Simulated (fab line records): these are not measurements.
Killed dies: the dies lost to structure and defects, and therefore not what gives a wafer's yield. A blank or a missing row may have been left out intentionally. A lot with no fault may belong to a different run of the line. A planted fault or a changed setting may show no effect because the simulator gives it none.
fab line records | flow gf180mcu
record lots=12 | wafers=36 | lastDay=33
route steps=602 shown MVPSD@80 DUAL_GATE@154 CONTACT@291
lots that met no fault: from a run of the same line without faults
startH: start of the lot's first displayed wafer, in hours after the record's first day | waitH: hours from the lot's prior step to this one | " repeats the value in the row above | L1.1+2: a row that stands for several wafers | - no value present, or no start provided | * or withheld: withheld | < > ~ a bound
route shown NAME@n: a module of which the file shows steps, and the number in the route of the first | usual: average and standard deviation across the fault-free wafers | same: alike in all rows | chamber/n: place in a boat | sites: per-site readings | _std_site: how widely they spread, as a standard deviation | _edge_site: outer sites' mean less inner sites' | radiusMm: for every site, how far away it sits from the centre of the wafer | mask NAME#n: copy n | behind: the tool/chamber that last shaped the wafer | hold: cause of the lot's hold/its duration in hours/its outcome | device: transistor that didn't switch, given as n, p or np | end of line: the same wafers' tests at the end of the route | step lacking rows: just its recipe | killed: dies lost to structure and defects at the first sort, not the wafer's yield | map: a wafer's dies, marking killed ones x, the rest . and places with no die _
set.NAME: the run value of the setting; set.NAME@STEP: its run value at that earlier step | model.NAME: the simulator's own value behind a step, which no gauge read
one table for each step of the route and one row for each wafer, over a sample of lots
services: the hour from which a tool's chamber was out of use, counted from the record's first day as startH (under 0 if before that day), plus the number of hours and why
## steps
# step GF_MVPSD_COAT_02
# recipe spinRpm=2000 | resistThkNm=3000
# usual chillPlateTempC=23.00/0.1
lot.wafer | tool          | chamber | startH | waitH | chillPlateTempC
L335.1    | lithoTrack-02 | 0       | 88.88  | 0.1   | 22.96
L335.3    | "             | 0       | "      | "     | 23.03
L335.5    | "             | 0       | "      | "     | 23.07
L336.1    | lithoTrack-01 | 0       | 94.14  | 0.1   | 22.93
L336.4    | "             | 0       | "      | "     | 22.89
L336.6    | "             | 0       | "      | "     | 22.90
L338.1    | lithoTrack-03 | 0       | 104.85 | 0.1   | 23.05
L338.2    | "             | 0       | "      | "     | 23.08
L338.3    | "             | 0       | "      | "     | 23.09
L339.1    | lithoTrack-02 | 0       | 114.48 | 0.1   | 22.92
L339.3    | "             | 0       | "      | "     | 23.10
L339.6    | "             | 0       | "      | "     | 23.10
L340.1    | lithoTrack-01 | 0       | 117.59 | 0.1   | 23.01
L340.2    | "             | 0       | "      | "     | 23.01
L340.5    | "             | 0       | "      | "     | 22.99
L345.2    | lithoTrack-02 | 0       | 152.05 | 0.1   | 22.98
L345.3    | "             | 0       | "      | "     | 23.15
L345.6    | "             | 0       | "      | "     | 23.14
L346.3    | lithoTrack-01 | 0       | 156.29 | 0.1   | 23.06
L346.5    | "             | 0       | "      | "     | 23.02
L346.6    | "             | 0       | "      | "     | 23.09
L347.1    | lithoTrack-01 | 0       | 161.29 | 0.1   | 23.00
L347.2    | "             | 0       | "      | "     | 23.07
L347.4    | "             | 0       | "      | "     | 23.03
L350.1    | lithoTrack-01 | 0       | 176.89 | 0.1   | 23.03
L350.4    | "             | 0       | "      | "     | 22.88
L350.6    | "             | 0       | "      | "     | 23.05
L352.2    | lithoTrack-03 | 0       | 190.42 | 0.1   | 23.17
L352.3    | "             | 0       | "      | "     | 22.87
L352.6    | "             | 0       | "      | "     | 22.93
L353.3    | lithoTrack-03 | 0       | 193.49 | 0.1   | 22.95
L353.4    | "             | 0       | "      | "     | 23.01
L353.5    | "             | 0       | "      | "     | 23.07
L354.1    | lithoTrack-03 | 0       | 202.24 | 0.1   | 23.13
L354.5    | "             | 0       | "      | "     | 22.81
L354.6    | "             | 0       | "      | "     | 23.10
# step GF_MVPSD_STRIP_10
# recipe chemistry=O2/N2 | powerW=1400 | pressureMtorr=1500 | platenTempC=250 | o2FlowSccm=3000 | n2FlowSccm=300 | overashFraction=0.5
# usual drypumpMotorCurrentA=5.9/0.3 | heaterPowerW=326/46 | oesProductAu=0.723/0.0047 | stripTimeToEndpointS=36.99/0.12
lot.wafer | tool           | chamber | startH | waitH | drypumpMotorCurrentA | heaterPowerW | oesProductAu | rfHoursCounterH | stripTimeToEndpointS
L335.1    | plasmaAsher-03 | 1       | 96.33  | 0.1   | 6.1                  | 296          | 0.719        | 43              | 36.91
L335.3    | "              | 0       | "      | "     | 6.0                  | 263          | 0.718        | -               | 36.90
L335.5    | "              | 0       | "      | "     | 6.0                  | 272          | 0.723        | -               | 36.80
L336.1    | plasmaAsher-04 | 1       | 101.88 | 0.1   | 6.1                  | 416          | 0.714        | 48              | 36.93
L336.4    | "              | 0       | "      | "     | 5.3                  | 317          | 0.725        | -               | 36.98
L336.6    | "              | 0       | "      | "     | 5.3                  | 311          | 0.720        | -               | 37.04
L338.1    | plasmaAsher-02 | 0       | 112.33 | 0.1   | 5.6                  | 385          | 0.725        | 30              | 36.98
L338.2    | "              | 1       | "      | "     | 6.2                  | 338          | 0.722        | 30              | 37.04
L338.3    | "              | 0       | "      | "     | 5.6                  | 378          | 0.728        | -               | 36.96
L339.1    | plasmaAsher-02 | 1       | 122.33 | 0.1   | 6.1                  | 343          | 0.720        | 31              | 36.96
L339.3    | "              | 1       | "      | "     | 6.1                  | 352          | 0.719        | -               | 36.93
L339.6    | "              | 0       | "      | "     | 5.6                  | 391          | 0.719        | -               | 36.96
L340.1    | plasmaAsher-03 | 0       | 125.31 | 0.1   | 6.0                  | 267          | 0.711        | 45              | 36.84
L340.2    | "              | 1       | "      | "     | 6.1                  | 310          | 0.725        | 45              | 36.84
L340.5    | "              | 1       | "      | "     | 6.1                  | 309          | 0.721        | -               | 36.82
L345.2    | plasmaAsher-04 | 1       | 159.98 | 0.1   | 6.1                  | 385          | 0.722        | 4               | 37.00
L345.3    | "              | 0       | "      | "     | 5.3                  | 309          | 0.725        | -               | 37.00
L345.6    | "              | 0       | "      | "     | 5.3                  | 303          | 0.720        | -               | 37.07
L346.3    | plasmaAsher-02 | 0       | 164.80 | 0.1   | 5.6                  | 375          | 0.723        | -               | 37.08
L346.5    | "              | 1       | "      | "     | 6.1                  | 343          | 0.726        | -               | 37.10
L346.6    | "              | 0       | "      | "     | 5.6                  | 396          | 0.716        | -               | 36.89
L347.1    | plasmaAsher-03 | 1       | 170.08 | 0.1   | 6.1                  | 311          | 0.724        | 50              | 34.48
L347.2    | "              | 0       | "      | "     | 6.0                  | 264          | 0.734        | 50              | 34.40
L347.4    | "              | 0       | "      | "     | 6.0                  | 264          | 0.724        | -               | 34.40
L350.1    | plasmaAsher-03 | 0       | 186.08 | 0.1   | 6.0                  | 261          | 0.716        | 52              | 34.46
L350.4    | "              | 1       | "      | "     | 6.1                  | 302          | 0.720        | -               | 34.53
L350.6    | "              | 0       | "      | "     | 6.0                  | 257          | 0.716        | -               | 34.39
L352.2    | plasmaAsher-03 | 0       | 198.42 | 0.1   | 6.0                  | 261          | 0.724        | 54              | 36.87
L352.3    | "              | 1       | "      | "     | 6.2                  | 300          | 0.728        | -               | 36.95
L352.6    | "              | 1       | "      | "     | 6.2                  | 303          | 0.723        | -               | 36.94
L353.3    | plasmaAsher-03 | 1       | 202.70 | 0.1   | 6.1                  | 304          | 0.715        | -               | 37.02
L353.4    | "              | 0       | "      | "     | 6.0                  | 269          | 0.721        | -               | 36.89
L353.5    | "              | 1       | "      | "     | 6.1                  | 302          | 0.723        | -               | 36.82
L354.1    | plasmaAsher-02 | 0       | 211.42 | 0.1   | 5.6                  | 387          | 0.722        | 41              | 37.01
L354.5    | "              | 0       | "      | "     | 5.6                  | 380          | 0.727        | -               | 36.86
L354.6    | "              | 1       | "      | "     | 6.1                  | 332          | 0.727        | -               | 36.81
# step GF_DUAL_GATE_STRIP_13
# recipe chemistry=O2/N2 | powerW=1400 | pressureMtorr=1500 | platenTempC=250 | o2FlowSccm=3000 | n2FlowSccm=300 | overashFraction=0.5
# usual drypumpMotorCurrentA=5.9/0.46 | heaterPowerW=324/48 | oesProductAu=0.716/0.0042 | stripTimeToEndpointS=12.62/0.038
lot.wafer | tool           | chamber | startH | waitH | drypumpMotorCurrentA | heaterPowerW | oesProductAu | rfHoursCounterH | stripTimeToEndpointS
L335.1    | plasmaAsher-03 | 1       | 174.56 | 0.0   | 6.2                  | 311          | 0.711        | 51              | 12.63
L335.3    | "              | 0       | "      | "     | 6.0                  | 277          | 0.716        | -               | 12.69
L335.5    | "              | 0       | "      | "     | 5.9                  | 272          | 0.712        | -               | 12.68
L336.1    | plasmaAsher-02 | 1       | 182.84 | 0.0   | 6.2                  | 347          | 0.715        | 38              | 12.62
L336.4    | "              | 1       | "      | "     | 6.2                  | 346          | 0.714        | -               | 12.60
L336.6    | "              | 1       | "      | "     | 6.1                  | 340          | 0.710        | -               | 12.61
L338.1    | plasmaAsher-02 | 1       | 191.98 | 0.0   | 6.1                  | 337          | 0.710        | 39              | 12.64
L338.2    | "              | 0       | "      | "     | 5.6                  | 390          | 0.710        | 39              | 12.63
L338.3    | "              | 0       | "      | "     | 5.6                  | 387          | 0.724        | -               | 12.60
L339.1    | plasmaAsher-02 | 0       | 205.62 | 0.0   | 5.6                  | 387          | 0.712        | 40              | 12.66
L339.3    | "              | 0       | "      | "     | 5.6                  | 383          | 0.718        | -               | 12.63
L339.6    | "              | 1       | "      | "     | 6.2                  | 346          | 0.714        | -               | 12.67
L340.1    | plasmaAsher-01 | 0       | 209.55 | 0.0   | 6.6                  | 418          | 0.711        | 58              | 12.60
L340.2    | "              | 1       | "      | "     | 4.6                  | 326          | 0.714        | 58              | 12.63
L340.5    | "              | 1       | "      | "     | 4.6                  | 316          | 0.714        | -               | 12.62
L345.2    | plasmaAsher-01 | 1       | 248.65 | 0.0   | 4.6                  | 305          | 0.708        | 62              | 12.57
L345.3    | "              | 0       | "      | "     | 6.6                  | 412          | 0.717        | -               | 12.59
L345.6    | "              | 1       | "      | "     | 4.7                  | 317          | 0.716        | -               | 12.63
L346.3    | plasmaAsher-03 | 0       | 253.58 | 0.0   | 6.0                  | 266          | 0.715        | -               | 12.60
L346.5    | "              | 0       | "      | "     | 6.0                  | 268          | 0.719        | -               | 12.59
L346.6    | "              | 1       | "      | "     | 6.1                  | 302          | 0.718        | -               | 12.60
L347.1    | plasmaAsher-02 | 0       | 260.55 | 0.0   | 5.6                  | 392          | 0.715        | 47              | 12.64
L347.2    | "              | 1       | "      | "     | 6.2                  | 344          | 0.711        | 47              | 12.69
L347.4    | "              | 1       | "      | "     | 6.1                  | 341          | 0.719        | -               | 12.63
L350.1    | plasmaAsher-03 | 0       | 279.20 | 0.0   | 6.0                  | 269          | 0.712        | 63              | 12.66
L350.4    | "              | 0       | "      | "     | 6.0                  | 271          | 0.714        | -               | 12.63
L350.6    | "              | 0       | "      | "     | 6.0                  | 268          | 0.715        | -               | 12.64
L352.2    | plasmaAsher-02 | 0       | 292.65 | 0.0   | 5.6                  | 380          | 0.709        | 50              | 12.59
L352.3    | "              | 1       | "      | "     | 6.2                  | 341          | 0.718        | -               | 12.59
L352.6    | "              | 1       | "      | "     | 6.2                  | 335          | 0.713        | -               | 12.62
L353.3    | plasmaAsher-02 | 1       | 297.88 | 0.0   | 6.1                  | 340          | 0.711        | -               | 12.61
L353.4    | "              | 0       | "      | "     | 5.6                  | 376          | 0.718        | -               | 12.62
L353.5    | "              | 1       | "      | "     | 6.1                  | 343          | 0.715        | -               | 12.61
L354.1    | plasmaAsher-01 | 0       | 308.65 | 0.0   | 6.6                  | 408          | 0.714        | 68              | 12.69
L354.5    | "              | 1       | "      | "     | 4.7                  | 324          | 0.716        | -               | 12.64
L354.6    | "              | 0       | "      | "     | 6.6                  | 403          | 0.719        | -               | 12.70
# step GF_CONTACT_CMP_04
# recipe material=SiO2 | downForcePsi=4 | platenRpm=60 | padVelocityMS=0.94248
# usual motorCurrentA=12.7/1.3 | platenRpm=60.00/0.04 | slurryFlowMlMin=150.0/0.44 | timeToEndpointS=110/5.9
lot.wafer | tool   | chamber | startH | waitH | motorCurrentA | platenRpm | slurryFlowMlMin | timeToEndpointS
L335.3    | cmp-02 | 1       | 337.46 | 0.0   | 14.8          | 59.94     | 150.3           | 110
L335.1    | "      | 2       | "      | "     | 13.7          | 59.97     | 149.5           | 105
L335.5    | "      | 2       | "      | "     | 13.8          | 60.01     | 149.2           | 113
L336.1    | cmp-02 | 1       | 346.73 | 0.1   | 15.5          | 60.05     | 149.5           | 117
L336.4    | "      | 2       | "      | "     | 14.1          | 60.02     | 149.7           | 118
L336.6    | "      | 3       | "      | "     | 11.7          | 60.05     | 149.2           | 121
L338.2    | cmp-01 | 3       | 360.41 | 0.0   | 12.5          | 59.96     | 150.0           | 106
L338.3    | "      | 0       | "      | "     | 11.1          | 59.91     | 151.0           | 107
L338.1    | "      | 2       | "      | "     | 13.9          | 59.92     | 150.6           | 111
L339.3    | cmp-02 | 1       | 375.66 | 0.1   | 14.9          | 59.99     | 149.8           | 122
L339.1    | "      | 2       | "      | "     | 12.8          | 60.02     | 149.9           | 112
L339.6    | "      | 3       | "      | "     | 11.6          | 60.05     | 150.3           | 121
L340.2    | cmp-01 | 3       | 381.29 | 0.1   | 13.7          | 59.94     | 149.5           | 108
L340.1    | "      | 1       | "      | "     | 11.8          | 60.01     | 150.6           | 108
L340.5    | "      | 2       | "      | "     | 14.3          | 60.04     | 150.2           | 115
L345.3    | cmp-02 | 0       | 432.64 | 0.1   | 11.9          | 60.00     | 150.3           | 107
L345.2    | "      | 2       | "      | "     | 14.0          | 59.98     | 150.3           | 109
L345.6    | "      | 0       | "      | "     | 11.0          | 59.92     | 150.2           | 115
L346.3    | cmp-01 | 2       | 440.03 | 0.0   | 13.5          | 59.92     | 151.1           | 112
L346.6    | "      | 2       | "      | "     | 14.3          | 59.97     | 150.5           | 120
L346.5    | "      | 3       | "      | "     | 14.5          | 60.10     | 150.1           | 111
L347.4    | cmp-02 | 2       | 447.08 | 0.0   | 13.6          | 59.98     | 150.1           | 104
L347.1    | "      | 3       | "      | "     | 12.2          | 59.98     | 150.2           | 102
L347.2    | "      | 1       | "      | "     | 13.2          | 60.01     | 150.2           | 106
L350.1    | cmp-01 | 0       | 469.97 | 0.5   | 10.8          | 60.00     | 150.7           | 112
L350.4    | "      | 2       | "      | "     | 14.7          | 59.94     | 149.5           | 122
L350.6    | "      | 3       | "      | "     | 13.2          | 59.97     | 149.4           | 117
L352.2    | cmp-01 | 2       | 485.44 | 0.1   | 15.1          | 59.93     | 149.2           | 113
L352.3    | "      | 0       | "      | "     | 10.1          | 59.97     | 150.3           | 110
L352.6    | "      | 2       | "      | "     | 14.5          | 60.01     | 149.9           | 118
L353.3    | cmp-02 | 0       | 492.13 | 0.0   | 11.4          | 60.01     | 149.7           | 98
L353.4    | "      | 2       | "      | "     | 13.9          | 59.95     | 149.7           | 109
L353.5    | "      | 0       | "      | "     | 12.0          | 60.04     | 149.8           | 112
L354.1    | cmp-01 | 3       | 505.03 | 0.1   | 12.3          | 59.97     | 149.8           | 114
L354.5    | "      | 2       | "      | "     | 13.5          | 60.03     | 150.2           | 116
L354.6    | "      | 3       | "      | "     | 12.9          | 59.96     | 149.8           | 113
# step GF_CONTACT_CVD_24
# recipe material=W | targetThkNm=300 | timeS=90.339 | tempC=400 | pressureTorr=40
# usual heaterPowerOuterW=543/60 | heaterPowerW=873/95 | susceptorTempC=400.06/0.22
# same timeS=90.339
lot.wafer | tool    | chamber | startH | waitH | heaterPowerOuterW | heaterPowerW | susceptorTempC
L335.1    | cvdW-02 | 0       | 359.95 | 0.0   | 641               | 1016         | 399.83
L335.3    | "       | 1       | "      | "     | 481               | 807          | 399.92
L335.5    | "       | 0       | "      | "     | 626               | 1012         | 399.99
L336.1    | cvdW-02 | 0       | 369.74 | 0.0   | 640               | 1010         | 399.97
L336.4    | "       | 0       | "      | "     | 626               | 1027         | 400.21
L336.6    | "       | 0       | "      | "     | 630               | 1047         | 400.19
L338.1    | cvdW-01 | 1       | 383.79 | 0.0   | 601               | 914          | 400.04
L338.2    | "       | 0       | "      | "     | 532               | 820          | 399.92
L338.3    | "       | 1       | "      | "     | 593               | 937          | 400.13
L339.1    | cvdW-02 | 0       | 399.06 | 0.0   | 636               | 1011         | 400.19
L339.3    | "       | 0       | "      | "     | 611               | 1035         | 400.08
L339.6    | "       | 1       | "      | "     | 477               | 822          | 400.13
L340.1    | cvdW-02 | 0       | 405.20 | 0.0   | 619               | 1052         | 400.15
L340.2    | "       | 1       | "      | "     | 486               | 831          | 400.13
L340.5    | "       | 1       | "      | "     | 479               | 811          | 400.07
L345.2    | cvdW-01 | 1       | 458.10 | 0.0   | 544               | 810          | 400.28
L345.3    | "       | 0       | "      | "     | 501               | 787          | 399.67
L345.6    | "       | 0       | "      | "     | 509               | 797          | 399.86
L346.3    | cvdW-01 | 0       | 465.84 | 0.1   | 502               | 794          | 400.09
L346.5    | "       | 1       | "      | "     | 533               | 829          | 399.75
L346.6    | "       | 0       | "      | "     | 522               | 804          | 400.35
L347.1    | cvdW-01 | 0       | 472.11 | 0.0   | 517               | 773          | 399.77
L347.2    | "       | 1       | "      | "     | 547               | 841          | 399.97
L347.4    | "       | 1       | "      | "     | 540               | 824          | 399.83
L350.1    | cvdW-02 | 1       | 495.00 | 0.0   | 489               | 810          | 400.26
L350.4    | "       | 0       | "      | "     | 631               | 1023         | 399.91
L350.6    | "       | 0       | "      | "     | 633               | 1014         | 400.08
L352.2    | cvdW-02 | 1       | 510.46 | 0.0   | 488               | 816          | 400.01
L352.3    | "       | 0       | "      | "     | 624               | 1041         | 400.11
L352.6    | "       | 0       | "      | "     | 622               | 1038         | 399.89
L353.3    | cvdW-01 | 0       | 516.99 | 0.1   | 493               | 793          | 400.01
L353.4    | "       | 1       | "      | "     | 538               | 825          | 399.92
L353.5    | "       | 0       | "      | "     | 516               | 806          | 400.16
L354.1    | cvdW-02 | 0       | 529.09 | 0.0   | 622               | 1028         | 400.05
L354.5    | "       | 0       | "      | "     | 628               | 1027         | 400.32
L354.6    | "       | 1       | "      | "     | 489               | 814          | 400.19
## services
tool           | chamber | startH | hours | kind
plasmaAsher-02 | -       | 65.43  | 2.8   | pm
cvdW-02        | -       | 76.26  | 1.9   | repair
plasmaAsher-03 | -       | 98.10  | 8.6   | repair
cmp-01         | -       | 99.47  | 6.4   | pm
cmp-01         | -       | 108.63 | 0.8   | repair
cmp-01         | -       | 133.99 | 2.8   | repair
cvdW-02        | 1       | 184.16 | 4.3   | repair
cmp-01         | -       | 204.95 | 9.3   | repair
cmp-02         | -       | 211.86 | 4.4   | repair
cmp-02         | -       | 221.11 | 5.1   | pm
cvdW-02        | -       | 221.22 | 0.7   | repair
cmp-01         | -       | 232.00 | 4.0   | pm
cmp-02         | -       | 262.41 | 4.5   | repair
cmp-01         | -       | 263.40 | 0.5   | repair
cmp-01         | -       | 288.06 | 3.4   | pm
cmp-02         | -       | 306.46 | 17.6  | pm
plasmaAsher-02 | -       | 317.55 | 1.0   | repair
plasmaAsher-02 | -       | 337.38 | 0.8   | repair
cvdW-02        | -       | 350.43 | 2.8   | pm
plasmaAsher-02 | -       | 351.63 | 0.7   | repair
plasmaAsher-02 | -       | 378.74 | 3.1   | repair
plasmaAsher-02 | -       | 416.55 | 17.4  | pm
plasmaAsher-03 | -       | 431.19 | 4.4   | repair
cvdW-02        | -       | 483.83 | 1.2   | repair
## key
firstSign step=GF_MVPSD_STRIP_10 | reading=stripTimeToEndpointS | direction=down | sigmas=21 | usual=* | struck=*
effect none on later readings
metAt GF_MVPSD_COAT_02
struckLots L347,L350
testerLeftOut L347,L350
notActingAt GF_DUAL_GATE_STRIP_13,GF_CONTACT_CMP_04,GF_CONTACT_CVD_24
onsetBetween 156.29 161.29
fault kind=processParameterDrift | tool=lithoTrack-01 | chamber=- | onsetH=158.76 | steps=GF_MVPSD_COAT_02 | channel=resistThkNm | offset=* | shape=step | endH=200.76 | actsIn=* | stated=*
# testerLeftOut: of these lots the tester's yield and bins aren't shown, on N5 and GAA mostly nor the transistor test; their killed dies are dies lost to structure and defects alone, not to doping, threshold or leakage, so they don't give the yield
